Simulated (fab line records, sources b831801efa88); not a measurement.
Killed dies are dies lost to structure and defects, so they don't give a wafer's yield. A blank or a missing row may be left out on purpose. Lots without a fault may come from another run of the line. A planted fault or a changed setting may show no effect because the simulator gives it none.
Chamber matching | flow sky130 | SKY_CONTACT_CMP_04 on cmp-02: 4 sister chambers
The step polishes SiO2. 4 wafers are shown with their chamber, then 8 later ones without.

WAFERS WITH THEIR CHAMBER
wafer  | chamber | motor_current_A (A)
L669.3 | 3       | 12.5
L676.1 | 1       | 12.4
L676.2 | 0       | 12.7
L676.3 | 2       | 11.6

WAFERS WITHOUT THEIR CHAMBER
wafer  | motor_current_A (A)
L677.2 | 11.3
L677.5 | 11.6
L681.1 | 11.3
L681.4 | 12.5
L681.5 | 11.1
L682.1 | 11.3
L682.2 | 12.1
L682.4 | 11.6

WHICH CHAMBER EACH WENT THROUGH
wafer  | from the rows above               | in truth
L677.2 | 2                                 | 2
L677.5 | 2                                 | 2
L681.1 | 2                                 | 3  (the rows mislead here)
L681.4 | can't be placed: 3 or 1 or 0      | 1
L681.5 | 2                                 | 2
L682.1 | 2                                 | 2
L682.2 | can't be placed: 1 or 3 or 2 or 0 | 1
L682.4 | 2                                 | 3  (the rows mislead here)
Placed correctly: 4 of 8. Can't be placed from these rows: 2 (the true chamber is among the candidates in 2). Placed wrongly: 2.
How it was worked out, from the rows above alone: a wafer's distance from a chamber is the root of the sum, over the readings, of the square of ((its reading less the chamber's mean) divided by the reading's scatter). The wafer belongs to the nearest chamber; if the next one is less than 2 further off, it can't be placed. A chamber's mean is the mean of its shown wafers. The scatter: with one shown wafer a chamber, the root of the mean of the squares of how far each hidden wafer lies from its nearest shown one.
